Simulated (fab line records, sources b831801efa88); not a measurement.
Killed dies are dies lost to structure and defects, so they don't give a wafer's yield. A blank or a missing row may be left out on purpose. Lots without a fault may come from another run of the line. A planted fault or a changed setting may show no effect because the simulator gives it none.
fab line records | flow sky130
record lots=6 wafers=18 last_day=50
route steps=708 shown RES_XHIGH@341 SD_N@342 SD_P@359 SALICIDE@361 LI_CONTACT@362 PAD_OPEN@708
lots that met no fault: from a run of the same line without faults
start_h: hours from the record's first day to the start of the lot's first wafer shown | wait_h: hours since the lot's step before | " the same as in the row above | L1.1+2: a row that stands for several wafers | - no value, or no start given | * or withheld: withheld | < > ~ a bound
route shown NAME@n: a module of which the file shows steps, and the number in the route of the first | usual: mean/standard deviation of fault-free wafers | same: alike in all rows | chamber/n: place in a boat | sites: the reading at each site | _std_site: their standard deviation | _edge_site: outer sites' mean less inner sites' | radius_mm: how far each site lies from the wafer's centre | mask NAME#n: copy n | behind: the tool/chamber that last shaped the wafer | hold: why the lot was held/for how many hours/how that ended | device: the transistor (n, p or np) that didn't switch | end of line: the same wafers' tests at the end of the route | a step without rows: its recipe alone | killed: dies lost to structure and defects at the first sort, not the wafer's yield | map: a wafer's dies, x killed, . not, _ none there
set.NAME: the setting as run; set.NAME@STEP: as run at that earlier step | model.NAME: the simulator's own value behind a step, which no gauge read
lots at some steps of the route; a table a step, a row a wafer
services: from which hour (start_h, from the record's first day; less than 0 if before it) a tool's chamber was out of use, for how many hours, and why
## steps
# step SKY_RES_XHIGH_TW_MEAS_09
# usual RES_XHIGH_TW=1640/9.6
# columns lot.wafer tool chamber start_h wait_h RES_XHIGH_TW
L648.2 film_metro-03 - 664.77 0.1 1628
L648.4 " - " " 1628
L648.6 " - " " 1639
L654.1 film_metro-01 - 711.92 0.1 1663
L654.2 " - " " 1646
L654.4 " - " " 1651
L656.3 film_metro-04 - 728.78 0.1 1635
L656.5 " - " " 1627
L656.6 " - " " 1632
L661.1 film_metro-01 - 766.92 0.1 1643
L661.5 " - " " 1640
L661.6 " - " " 1651
L664.1 film_metro-03 - 778.73 0.1 1638
L664.3 " - " " 1633
L664.6 " - " " 1642
L666.1 film_metro-01 - 802.28 0.1 1640
L666.3 " - " " 1646
L666.6 " - " " 1650
# step SKY_SD_N_DEHYDRATE_00
# recipe temp_c=200 time_s=60
# step SKY_SD_N_HMDS_01
# recipe prime_time_s=60 prime_temp_c=120
# step SKY_SD_N_COAT_02
# recipe resist=NOVOLAK spin_rpm=3000 resist_thk_nm=1140
# step SKY_SD_N_SOFTBAKE_03
# recipe temp_c=90 time_s=60 resist=NOVOLAK
# step SKY_SD_N_EXPOSE_04
# recipe mask_id=NSDM na=0.6 source_shape=conventional sigma_outer=0.6 polarization=unpolarized target_cd_nm=380 dose_mj=141
# step SKY_SD_N_PEB_05
# recipe temp_c=withheld time_s=* resist=NOVOLAK
# step SKY_SD_N_DEVELOP_06
# recipe resist=NOVOLAK developer=TMAH develop_time_s=60 dev_temp_c=23
# step SKY_SD_N_CD_MEAS_07
# recipe target_cd_nm=380
# usual cd_nm=380.1/2.6
# columns lot.wafer tool chamber start_h wait_h cd_nm
L648.2 cd_sem-02 - 693.10 0.1 380.2
L648.4 " - " " 382.6
L648.6 " - " " 382.4
L654.1 cd_sem-02 - 739.45 0.2 374.6
L654.2 " - " " 375.3
L654.4 " - " " 373.3
L656.3 cd_sem-01 - 755.42 0.1 380.6
L656.5 " - " " 380.0
L656.6 " - " " 380.1
L661.1 cd_sem-01 - 794.23 0.1 378.7
L661.5 " - " " 378.9
L661.6 " - " " 381.2
L664.1 cd_sem-01 - 804.97 0.1 377.3
L664.3 " - " " 376.3
L664.6 " - " " 376.8
L666.1 cd_sem-02 - 827.73 0.1 378.8
L666.3 " - " " 379.7
L666.6 " - " " 378.5
# step SKY_SD_N_OVL_MEAS_08
# usual SD_N_OVL=-0.5/1.1
# columns lot.wafer tool chamber start_h wait_h SD_N_OVL[nm]
L648.2 overlay-01 - 693.21 0.1 -0.8
L648.4 " - " " 1.4
L648.6 " - " " 0.9
L654.1 overlay-02 - 739.57 0.1 -2.0
L654.2 " - " " -0.6
L654.4 " - " " 0.6
L656.3 overlay-01 - 755.51 0.1 0.0
L656.5 " - " " -1.0
L656.6 " - " " -0.5
L661.1 overlay-02 - 794.35 0.1 -1.2
L661.5 " - " " -0.5
L661.6 " - " " -0.4
L664.1 overlay-02 - 805.09 0.1 0.5
L664.3 " - " " -0.3
L664.6 " - " " -0.9
L666.1 overlay-01 - 827.85 0.1 0.7
L666.3 " - " " -0.3
L666.6 " - " " -1.7
# step SKY_SD_N_IMPLANT_09
# recipe species=As energy_kev=50 dose_cm2=4e+15 tilt_deg=0
# step SKY_SD_N_IMPLANT_10
# recipe species=P energy_kev=20 dose_cm2=1e+14 tilt_deg=0
# step SKY_SD_N_STRIP_11
# recipe chemistry=O2/N2 power_w=1400 pressure_mtorr=1500 platen_temp_c=withheld o2_flow_sccm=3000 n2_flow_sccm=300 overash_fraction=0.5
# usual drypump_motor_current_A=5.57/0.21 oes_product_au=0.528/0.0044 strip_time_to_endpoint_s=22.54/0.043
# same overash_fraction=0.5
# columns lot.wafer tool chamber start_h wait_h drypump_motor_current_A oes_product_au rf_hours_counter_h strip_time_to_endpoint_s
L648.2 plasma_asher-03 1 693.54 0.1 5.76 0.522 86 22.48
L648.4 " 0 " " 5.23 0.521 - 22.55
L648.6 " 1 " " 5.82 0.519 - 22.54
L654.1 plasma_asher-01 1 739.90 0.1 5.46 0.532 63 22.54
L654.2 " 0 " " 5.57 0.526 63 22.53
L654.4 " 1 " " 5.47 0.528 - 22.52
L656.3 plasma_asher-01 1 755.87 0.1 5.46 0.528 - 22.48
L656.5 " 1 " " 5.46 0.532 - 22.50
L656.6 " 0 " " 5.56 0.524 - 22.49
L661.1 plasma_asher-03 1 794.69 0.1 5.79 0.533 96 22.56
L661.5 " 0 " " 5.31 0.534 - 22.63
L661.6 " 1 " " 5.76 0.528 - 22.60
L664.1 plasma_asher-03 1 805.42 0.1 5.73 0.525 97 22.62
L664.3 " 0 " " 5.27 0.529 - 22.62
L664.6 " 1 " " 5.76 0.531 - 22.63
L666.1 plasma_asher-01 1 828.18 0.1 5.45 0.526 72 22.46
L666.3 " 1 " " 5.45 0.529 - 22.51
L666.6 " 0 " " 5.59 0.531 - 22.45
# step SKY_SD_N_TW_MEAS_12
# usual SD_N_TW=3990/23
# columns lot.wafer tool chamber start_h wait_h SD_N_TW
L648.2 film_metro-01 - 693.65 0.1 4003
L648.4 " - " " 3992
L648.6 " - " " 4022
L654.1 film_metro-01 - 740.00 0.1 4001
L654.2 " - " " 4021
L654.4 " - " " 3996
L656.3 film_metro-01 - 755.96 0.1 3981
L656.5 " - " " 3991
L656.6 " - " " 4002
L661.1 film_metro-04 - 794.79 0.1 3968
L661.5 " - " " 3971
L661.6 " - " " 4004
L664.1 film_metro-04 - 805.52 0.1 4008
L664.3 " - " " 3999
L664.6 " - " " 4005
L666.1 film_metro-03 - 828.28 0.1 3962
L666.3 " - " " 3954
L666.6 " - " " 3958
# step SKY_SD_N_CLEAN_13
# recipe chemistry=SC1/SC2 mix=1:4:20 temp_c=70 time_s=150 dry=n2_spin
# step SKY_SD_N_RTA_14
# recipe temp_c=1075 time_s=2 idle_temp_c=650 ramp_up_c_per_s=150 ramp_down_c_per_s=90 ambient=N2
# usual chamber_o2_ppm=2.004/0.022 lamp_power_pct=15.74/0.053 wafer_temp_C_max=1077.9/1.3
# columns lot.wafer tool chamber start_h wait_h chamber_o2_ppm lamp_power_pct wafer_temp_C_max
L648.2 rtp_anneal-01 0 693.76 0.0 2.027 15.73 1076.4
L648.4 " 0 " " 1.998 15.70 1077.5
L648.6 " 0 " " 1.966 15.80 1079.4
L654.1 rtp_anneal-02 0 740.11 0.0 1.998 15.72 1076.8
L654.2 " 0 " " 1.987 15.80 1077.3
L654.4 " 0 " " 1.983 15.70 1077.5
L656.3 rtp_anneal-01 0 756.06 0.0 2.065 15.61 1077.8
L656.5 " 0 " " 2.055 15.77 1077.9
L656.6 " 0 " " 2.015 15.75 1078.8
L661.1 rtp_anneal-02 0 794.90 0.0 2.030 15.76 1077.1
L661.5 " 0 " " 1.978 15.81 1077.1
L661.6 " 0 " " 1.973 15.77 1079.2
L664.1 rtp_anneal-02 0 805.63 0.0 2.019 15.74 1077.5
L664.3 " 0 " " 1.990 15.73 1080.3
L664.6 " 0 " " 1.989 15.69 1079.9
L666.1 rtp_anneal-01 0 828.39 0.0 2.004 15.75 1080.4
L666.3 " 0 " " 2.000 15.81 1076.9
L666.6 " 0 " " 1.987 15.73 1077.9
# step SKY_SD_N_RS_MEAS_16
# recipe thk_meas_gauge=four-point-probe
# usual SD_N_RS=68.57/0.17
# columns lot.wafer tool chamber start_h wait_h SD_N_RS[ohm/sq]
L648.2 film_metro-01 - 693.94 0.1 68.72
L648.4 " - " " 68.89
L648.6 " - " " 68.70
L654.1 film_metro-04 - 740.29 0.1 68.49
L654.2 " - " " 68.62
L654.4 " - " " 68.41
L656.3 film_metro-03 - 756.26 0.1 68.54
L656.5 " - " " 68.63
L656.6 " - " " 68.63
L661.1 film_metro-01 - 795.07 0.1 68.77
L661.5 " - " " 68.76
L661.6 " - " " 68.78
L664.1 film_metro-03 - 805.81 0.1 68.34
L664.3 " - " " 68.40
L664.6 " - " " 68.37
L666.1 film_metro-01 - 828.57 0.1 68.83
L666.3 " - " " 68.77
L666.6 " - " " 68.73
# step SKY_SD_N_RS_MEAS_17
# recipe thk_meas_gauge=four-point-probe
# usual SD_P_RS=147.1/0.45
# columns lot.wafer tool chamber start_h wait_h SD_P_RS[ohm/sq]
L648.2 film_metro-01 - 694.06 0.1 147.3
L648.4 " - " " 147.3
L648.6 " - " " 147.6
L654.1 film_metro-04 - 740.41 0.1 146.8
L654.2 " - " " 147.6
L654.4 " - " " 147.4
L656.3 film_metro-03 - 756.38 0.1 147.0
L656.5 " - " " 147.2
L656.6 " - " " 147.5
L661.1 film_metro-01 - 795.19 0.1 147.5
L661.5 " - " " 147.6
L661.6 " - " " 147.5
L664.1 film_metro-03 - 805.93 0.1 146.5
L664.3 " - " " 146.7
L664.6 " - " " 146.2
L666.1 film_metro-01 - 828.69 0.1 147.1
L666.3 " - " " 147.6
L666.6 " - " " 147.4
# step SKY_SD_N_RS_MEAS_18
# recipe thk_meas_gauge=four-point-probe
# usual RES_XHIGH_RS=333.5/1.5
# columns lot.wafer tool chamber start_h wait_h RES_XHIGH_RS[ohm/sq]
L648.2 film_metro-01 - 694.18 0.1 335.0
L648.4 " - " " 333.9
L648.6 " - " " 333.9
L654.1 film_metro-04 - 740.53 0.1 330.5
L654.2 " - " " 332.7
L654.4 " - " " 331.9
L656.3 film_metro-03 - 756.50 0.1 332.0
L656.5 " - " " 332.2
L656.6 " - " " 332.1
L661.1 film_metro-01 - 795.31 0.1 335.1
L661.5 " - " " 336.7
L661.6 " - " " 336.0
L664.1 film_metro-03 - 806.05 0.1 333.1
L664.3 " - " " 333.5
L664.6 " - " " 332.6
L666.1 film_metro-01 - 828.81 0.1 335.9
L666.3 " - " " 334.7
L666.6 " - " " 335.4
# step SKY_SALICIDE_CLEAN_00
# recipe chemistry=HF-last time_s=30 dilution=100:1 dry=ipa_marangoni
# step SKY_LI_CONTACT_HDPCVD_00
# recipe material=PSG target_thk_nm=930 sigma_open_frac=0.3 time_s=155 temp_c=600 sih4_flow_sccm=60 pressure_mtorr=6
# step SKY_LI_CONTACT_THK_MEAS_01
# recipe reads=PSG_of_LI_CONTACT_HDPCVD_00
# usual LI_CONTACT_HDPCVD_THK=929/11
# columns lot.wafer tool chamber start_h wait_h LI_CONTACT_HDPCVD_THK[nm]
L648.2 film_metro-04 - 694.41 0.1 926
L648.4 " - " " 933
L648.6 " - " " 930
L654.1 film_metro-03 - 740.77 0.1 927
L654.2 " - " " 919
L654.4 " - " " 921
L656.3 film_metro-04 - 756.72 0.1 915
L656.5 " - " " 935
L656.6 " - " " 919
L661.1 film_metro-03 - 795.55 0.1 921
L661.5 " - " " 919
L661.6 " - " " 921
L664.1 film_metro-04 - 806.29 0.1 939
L664.3 " - " " 933
L664.6 " - " " 939
L666.1 film_metro-03 - 829.05 0.1 933
L666.3 " - " " 940
L666.6 " - " " 945
# step SKY_LI_CONTACT_CMP_02
# recipe material=PSG down_force_psi=4 platen_rpm=60 pad_velocity_m_s=0.94248
# step SKY_LI_CONTACT_BOW_MEAS_03
# recipe mode=bow
# usual LI_CONTACT_BOW=56/7.4
# columns lot.wafer tool chamber start_h wait_h LI_CONTACT_BOW[um]
L648.2 film_metro-03 - 694.78 0.3 61
L648.4 " - " " 64
L648.6 " - " " 57
L654.1 film_metro-03 - 741.13 0.2 51
L654.2 " - " " 65
L654.4 " - " " 59
L656.3 film_metro-01 - 757.10 0.2 62
L656.5 " - " " 52
L656.6 " - " " 62
L661.1 film_metro-01 - 795.91 0.1 49
L661.5 " - " " 50
L661.6 " - " " 51
L664.1 film_metro-03 - 806.65 0.1 65
L664.3 " - " " 56
L664.6 " - " " 65
L666.1 film_metro-01 - 829.41 0.1 54
L666.3 " - " " 54
L666.6 " - " " 63
# step SKY_LI_CONTACT_DEHYDRATE_04
# recipe temp_c=200 time_s=60
# step SKY_LI_CONTACT_HMDS_05
# recipe prime_time_s=60 prime_temp_c=120
# step SKY_LI_CONTACT_COAT_06
# recipe resist=BARC temp_c=withheld time_s=withheld spin_rpm=3000 resist_thk_nm=60
# step SKY_LI_CONTACT_COAT_07
# recipe resist=KrF-thick spin_rpm=3000 resist_thk_nm=450
# step SKY_LI_CONTACT_SOFTBAKE_08
# recipe temp_c=99.25 time_s=90 resist=KrF-thick
# step SKY_LI_CONTACT_EXPOSE_09
# recipe mask_id=LICM1 na=0.8 source_shape=annular sigma_inner=0.55 sigma_outer=0.85 target_cd_nm=170 dose_mj=38
# step SKY_LI_CONTACT_PEB_10
# recipe peb_temp_c=withheld peb_time_s=withheld resist=KrF-thick
# step SKY_LI_CONTACT_DEVELOP_11
# recipe develop_time_s=60 resist=KrF-thick dev_temp_c=21
# step SKY_LI_CONTACT_CD_MEAS_12
# recipe target_cd_nm=170
# usual cd_nm=170.1/1.3
# columns lot.wafer tool chamber start_h wait_h cd_nm
L648.2 cd_sem-01 - 723.28 - 169.7
L648.4 " - " " 168.6
L648.6 " - " " 169.9
L654.1 cd_sem-02 - 768.08 - 170.8
L654.2 " - " " 170.4
L654.4 " - " " 170.8
L656.3 cd_sem-01 - 783.37 - 169.8
L656.5 " - " " 171.2
L656.6 " - " " 170.4
L661.1 cd_sem-02 - 821.61 - 170.8
L661.5 " - " " 170.6
L661.6 " - " " 170.5
L664.1 cd_sem-01 - 833.42 - 170.2
L664.3 " - " " 169.5
L664.6 " - " " 169.4
L666.1 cd_sem-01 - 855.96 - 171.4
L666.3 " - " " 170.2
L666.6 " - " " 170.4
# step SKY_LI_CONTACT_OVL_MEAS_13
# usual LI_CONTACT_OVL=0/4.9
# columns lot.wafer tool chamber start_h wait_h LI_CONTACT_OVL[nm]
L648.2 overlay-02 - 723.38 0.1 1
L648.4 " - " " -2
L648.6 " - " " 2
L654.1 overlay-02 - 768.20 0.1 4
L654.2 " - " " -6
L654.4 " - " " -2
L656.3 overlay-02 - 783.46 0.1 7
L656.5 " - " " 6
L656.6 " - " " 4
L661.1 overlay-01 - 821.73 0.1 4
L661.5 " - " " -2
L661.6 " - " " 1
L664.1 overlay-01 - 833.54 0.1 -5
L664.3 " - " " -1
L664.6 " - " " -2
L666.1 overlay-01 - 856.08 0.1 0
L666.3 " - " " 7
L666.6 " - " " 0
# step SKY_LI_CONTACT_ETCH_14
# recipe chemistry=N2/H2 target=BARC ion_energy_ev=200 source_w=500 bias_w=100 pressure_mtorr=30 n2_flow_sccm=100 h2_flow_sccm=200 stop_on=SiO2 time_s=45.9 target_depth_a=600
# step SKY_LI_CONTACT_ETCH_15
# recipe target=PSG chemistry=C4F8/O2/Ar stop_on=Si taper_deg=4.15 mask_material=KrF-thick source_w=1559 bias_w=1200 pressure_mtorr=40 c4f8_flow_sccm=withheld O2_flow_sccm=6 Ar_flow_sccm=300 time_s=withheld target_depth_a=6000
# usual oes_product_au=0.837/0.005
# columns lot.wafer tool chamber start_h wait_h oes_product_au
L648.2 rie_diel-03 0 723.46 0.0 0.831
L648.4 " 3 " " 0.833
L648.6 " 2 " " 0.833
L654.1 rie_diel-04 0 768.28 0.0 0.836
L654.2 " 1 " " 0.844
L654.4 " 2 " " 0.830
L656.3 rie_diel-03 2 783.53 0.0 0.838
L656.5 " 3 " " 0.828
L656.6 " 0 " " 0.850
L661.1 rie_diel-03 2 821.81 0.0 0.836
L661.5 " 1 " " 0.834
L661.6 " 2 " " 0.829
L664.1 rie_diel-02 0 833.62 0.0 0.843
L664.3 " 2 " " 0.835
L664.6 " 1 " " 0.830
L666.1 rie_diel-03 3 856.16 0.0 0.842
L666.3 " 1 " " 0.841
L666.6 " 3 " " 0.830
# step SKY_LI_CONTACT_STRIP_16
# recipe chemistry=O2/N2 power_w=1400 pressure_mtorr=1500 platen_temp_c=withheld o2_flow_sccm=3000 n2_flow_sccm=300 overash_fraction=0.5
# usual drypump_motor_current_A=5.51/0.2 oes_product_au=0.375/0.0048 strip_time_to_endpoint_s=3.48/0.034
# same overash_fraction=0.5
# columns lot.wafer tool chamber start_h wait_h drypump_motor_current_A oes_product_au rf_hours_counter_h strip_time_to_endpoint_s
L648.2 plasma_asher-02 0 723.54 - 5.75 0.378 100 3.49
L648.4 " 0 " " 5.74 0.372 - 3.50
L648.6 " 1 " " 5.24 0.376 - 3.43
L654.1 plasma_asher-01 0 768.36 - 5.55 0.375 66 3.44
L654.2 " 1 " " 5.46 0.375 66 3.44
L654.4 " 0 " " 5.57 0.373 - 3.49
L656.3 plasma_asher-03 1 783.65 - 5.74 0.375 - 3.48
L656.5 " 1 " " 5.75 0.377 - 3.47
L656.6 " 0 " " 5.28 0.372 - 3.47
L661.1 plasma_asher-01 1 821.89 - 5.46 0.372 72 3.49
L661.5 " 1 " " 5.44 0.377 - 3.46
L661.6 " 0 " " 5.59 0.383 - 3.45
L664.1 plasma_asher-02 0 833.70 - 5.78 0.373 7 3.50
L664.3 " 0 " " 5.78 0.378 - 3.53
L664.6 " 0 " " 5.77 0.374 - 3.46
L666.1 plasma_asher-01 1 856.24 - 5.46 0.377 75 3.52
L666.3 " 1 " " 5.45 0.376 - 3.49
L666.6 " 1 " " 5.44 0.375 - 3.51
# step SKY_LI_CONTACT_CLEAN_17
# recipe chemistry=NMP time_s=600 temp_c=60 dry=n2_spin
# step SKY_LI_CONTACT_PRE_CLEAN_18
# recipe gas=Ar time_s=5.6 bias_v=358
# step SKY_LI_CONTACT_SPUTTER_19
# recipe material=Ti target_thk_nm=20 chamber_pressure_pa=5 power_w=2500 substrate_temp_c=200 time_s=106.37
# usual substrate_temp_c=200.02/0.17 throttle_valve_pct=30.0/0.99
# columns lot.wafer tool chamber start_h wait_h substrate_temp_c throttle_valve_pct
L648.2 pvd_sputter-02 - 723.84 0.0 199.96 29.7
L648.4 " - " " 199.91 29.8
L648.6 " - " " 200.08 29.8
L654.1 pvd_sputter-01 - 768.66 0.0 200.01 30.4
L654.2 " - " " 200.13 30.3
L654.4 " - " " 199.95 31.6
L656.3 pvd_sputter-02 - 783.91 0.0 200.16 29.6
L656.5 " - " " 200.29 29.7
L656.6 " - " " 199.97 28.2
L661.1 pvd_sputter-02 - 822.20 0.0 199.88 29.5
L661.5 " - " " 200.10 29.7
L661.6 " - " " 200.30 28.0
L664.1 pvd_sputter-02 - 834.01 0.0 199.96 31.3
L664.3 " - " " 200.19 29.9
L664.6 " - " " 200.21 29.8
L666.1 pvd_sputter-02 - 856.54 0.0 199.92 29.9
L666.3 " - " " 200.00 29.9
L666.6 " - " " 199.91 28.2
# step SKY_LI_CONTACT_SPUTTER_20
# recipe material=TiN target_thk_nm=20 chamber_pressure_pa=5 power_w=4000 time_s=80
# usual throttle_valve_pct=30.0/0.99
# columns lot.wafer tool chamber start_h wait_h throttle_valve_pct
L648.2 pvd_sputter-02 - 723.91 0.0 29.6
L648.4 " - " " 29.4
L648.6 " - " " 29.7
L654.1 pvd_sputter-01 - 768.73 0.0 30.3
L654.2 " - " " 29.9
L654.4 " - " " 31.5
L656.3 pvd_sputter-02 - 783.98 0.0 29.4
L656.5 " - " " 29.7
L656.6 " - " " 27.9
L661.1 pvd_sputter-02 - 822.28 0.0 29.8
L661.5 " - " " 29.6
L661.6 " - " " 28.0
L664.1 pvd_sputter-02 - 834.09 0.0 31.1
L664.3 " - " " 30.1
L664.6 " - " " 29.9
L666.1 pvd_sputter-02 - 856.61 0.0 29.7
L666.3 " - " " 30.0
L666.6 " - " " 28.3
# step SKY_PAD_OPEN_PROBE_99
# usual killed_at_M0_to_M3=42/7.5 killed_at_M4_up=3.2/1.7 killed_at_contacts=24/5.1 killed_at_front_end=15/4.1 killed_at_other=0.3/0.58 killed_dies=85/8.9 killed_open=46/6.4 killed_short=39/6
# same gross_dies=492 killed_at_back_side=0
# columns lot.wafer tool chamber start_h wait_h killed_at_M0_to_M3 killed_at_M4_up killed_at_contacts killed_at_front_end killed_at_other killed_dies killed_open killed_short
L661.1 prober-01 - 1177.35 0.1 46 4 21 60 0 131 48 35
L661.5 prober-01 - 1177.55 0.2 33 4 14 67 0 118 31 35
L661.6 prober-01 - 1177.60 0.2 38 6 15 61 0 120 44 36
L664.1 prober-01 - 1184.65 0.1 28 4 23 62 1 118 31 41
L664.3 prober-01 - 1184.75 0.2 32 2 24 74 0 132 46 26
L664.6 prober-01 - 1184.90 0.2 31 1 27 61 0 120 45 32
# killed by level:class
L661.1 SD_N:unspecified=48 VIA1:geometric_particle:open=13 METAL1:geometric_particle:short=7 VIA3:geometric_particle:open=7 CONTACT:geometric_particle:short=6 LI_CONTACT:geometric_particle:open=5 FIELD_ISO:geometric_particle:open=4 CONTACT:geometric_particle:open=4
L661.5 SD_N:unspecified=52 LI_CONTACT:geometric_particle:open=7 METAL2:geometric_particle:short=7 VIA3:geometric_particle:open=6 METAL1:geometric_particle:short=6 POLY_GATE:geometric_particle:short=5 VIA1:geometric_particle:open=4 VIA2:geometric_particle:open=4
L661.6 SD_N:unspecified=40 VIA1:geometric_particle:open=10 METAL1:geometric_particle:short=7 VIA3:geometric_particle:open=7 POLY_GATE:geometric_particle:open=6 POLY_GATE:geometric_particle:short=6 FIELD_ISO:geometric_particle:short=5 LI_CONTACT:geometric_particle:open=4
L664.1 SD_N:unspecified=46 CONTACT:geometric_particle:open=9 METAL2:geometric_particle:short=8 LI_CONTACT:geometric_particle:open=7 FIELD_ISO:geometric_particle:short=6 LOCAL_INTERCONNECT:geometric_particle:short=4 VIA2:geometric_particle:short=4 FIELD_ISO:geometric_particle:open=3
L664.3 SD_N:unspecified=60 CONTACT:geometric_particle:open=10 VIA1:geometric_particle:open=10 LI_CONTACT:geometric_particle:open=7 FIELD_ISO:geometric_particle:short=5 METAL2:geometric_particle:short=5 FIELD_ISO:geometric_particle:open=4 VIA3:geometric_particle:open=4
L664.6 SD_N:unspecified=43 CONTACT:geometric_particle:open=16 VIA1:geometric_particle:open=9 FIELD_ISO:geometric_particle:short=6 FIELD_ISO:geometric_particle:open=6 LI_CONTACT:geometric_particle:open=5 METAL2:geometric_particle:short=5 VIA3:geometric_particle:open=4
# map L661.1 (x killed, . not)
__________..x......._________
________x.....xxx.xxxx_______
______.....x......x.xxxx_____
_____.x........x.xxxxxxxx____
____..............xxxxxxxx___
___..x..xx.......xxxxxxxxxx__
__.x............x..xxxxxxx.x_
_........xx......x..xxx.xxx..
_..x............x...xx..x.x.x
_x..........xx.....x..xx.xx..
_......xxx.........x.x.......
_...........x......x.x..x.x..
_xx......x..x.x..x....x......
_x.....x....x........x.x....x
_...............x....x..x....
__.........x...x.....xxx...._
___.x............x.........__
____...x.x.........x....x.___
_____.xxx...x.x........x.____
______......x..xx..x...._____
________...x.......x.._______
__________...xx....._________
# map L664.3 (x killed, . not)
__________.xxxxxxx.._________
________.xxxxxxxxxxx.._______
______x..xxxxxxxxxx...x._____
_____...xxxxxxxxxxxx.xx..____
____......xxxxxxxxxx.x..x.___
___...x..x.xxxxxxxx......x.__
__...x.....x.xxxx.x.x......x_
_.......x....xx.....x........
_x.....x............xxx......
_.....x..x..x..x.x...........
_...................x........
_....xx...........x.......x..
_..x......xxx..........x.....
_...x......................x.
_......x.....x.x.x...........
__..xx.......xx........x...._
___.xx.............x...x...__
____...x....x........x..x.___
_____.x.........x....x...____
______x.......x...x..xx._____
________x.x........xxx_______
__________.........._________
## services
# columns tool chamber start_h hours kind
pvd_sputter-01 - 693.97 3.0 repair
pvd_sputter-01 - 697.64 1.2 repair
pvd_sputter-02 2 707.06 - consumable_replace:kit
pvd_sputter-02 2 707.06 18.0 scheduled_down
pvd_sputter-02 2 707.06 18.0 vent_cycle
pvd_sputter-02 - 725.01 1.1 repair
rie_diel-03 0 731.74 13.9 repair
plasma_asher-02 - 732.05 2.8 pm
plasma_asher-02 - 734.80 9.0 pm
plasma_asher-02 0 734.80 9.0 vent_cycle
plasma_asher-02 1 734.80 9.0 vent_cycle
rie_diel-03 1 742.75 6.4 repair
plasma_asher-02 0 743.80 - clean
plasma_asher-02 1 743.80 - clean
plasma_asher-02 - 756.85 15.6 pm
rie_diel-04 - 757.83 1.7 repair
plasma_asher-03 - 763.55 2.8 pm
rie_diel-03 0 780.06 2.7 repair
rie_diel-03 - 784.57 0.8 repair
plasma_asher-03 - 803.37 1.1 repair
rie_diel-03 - 827.90 0.7 repair
rie_diel-02 3 828.22 7.1 repair
## key
first_sign step=SKY_PAD_OPEN_PROBE_99 reading=killed_at_front_end direction=up sigmas=12 usual=15 struck=64
effect step=SKY_PAD_OPEN_PROBE_99 reading=killed_dies direction=up sigmas=4.3 usual=85 struck=123
met_at SKY_SD_N_STRIP_11
struck_wafers L661.1,L661.5,L661.6,L664.1,L664.3,L664.6
tester_left_out L661,L664
onset_between 693.54 794.69
also_fits SKY_SD_N_RTA_14:rtp_anneal-02
fault kind=chamber_particle_source tool=plasma_asher-03 chamber=- onset_h=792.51 steps=SKY_SD_N_STRIP_11 rate_per_visit_cm2=1.8272 end_h=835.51
# tester_left_out: of these lots the tester's yield and bins aren't shown, on N5 and GAA mostly nor the transistor test; their killed dies are dies lost to structure and defects alone, not to doping, threshold or leakage, so they don't give the yield
